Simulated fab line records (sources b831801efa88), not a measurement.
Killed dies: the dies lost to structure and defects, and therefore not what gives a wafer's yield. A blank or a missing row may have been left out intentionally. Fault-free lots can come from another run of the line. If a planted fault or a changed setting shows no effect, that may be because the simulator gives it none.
Which of the tools did it? || flow gf180mcu || 7 lots (21 wafers sampled), 1 step of a 602-step route

WHAT EACH GAUGE READ, for each wafer
GF_STI_THK_MEAS_24.
{"lot": "L922", "measured": "day 2 14:12", "on": "filmMetro-02", "STI_CVD_23_THK (nm)": "659 647 655"}
{"lot": "L925", "measured": "day 3 06:09", "on": "filmMetro-01", "STI_CVD_23_THK (nm)": "658 636 645"}
{"lot": "L929", "measured": "day 4 03:18", "on": "filmMetro-03", "STI_CVD_23_THK (nm)": "661 656 667"}
{"lot": "L932", "measured": "day 4 17:37", "on": "filmMetro-02", "STI_CVD_23_THK (nm)": "646 639 658"}
{"lot": "L936", "measured": "day 5 13:27", "on": "filmMetro-03", "STI_CVD_23_THK (nm)": "647 664 662"}
{"lot": "L939", "measured": "day 6 05:16", "on": "filmMetro-02", "STI_CVD_23_THK (nm)": "650 662 645"}
{"lot": "L943", "measured": "day 7 01:13", "on": "filmMetro-03", "STI_CVD_23_THK (nm)": "669 641 668"}

EACH LOT AND THE TOOL THAT RAN IT (in order: tool; ch and the chambers of the sampled wafers; start)
The record shows no process step preceding these readings.

THE ANSWER, worked out from the rows above alone
Rule: the lots themselves supply what counts as usual. The widest of any qualifying gaps counts: lots, ordered by their means at a reading, are off when they make up no more than a third of the lots, leave a main group of 4 or more, and stand apart from it by 3 or more times the standard deviation of that group's means. Not used: any main group whose means are identical at the precision the tables above print for the reading. A lot without any number at a reading at which 4 lots or more have one is off too. The other lots that the step has rows for count as sound.
Nothing can be told from this: no lot is off at any reading shown.

WHAT THE SIMULATOR PUT IN
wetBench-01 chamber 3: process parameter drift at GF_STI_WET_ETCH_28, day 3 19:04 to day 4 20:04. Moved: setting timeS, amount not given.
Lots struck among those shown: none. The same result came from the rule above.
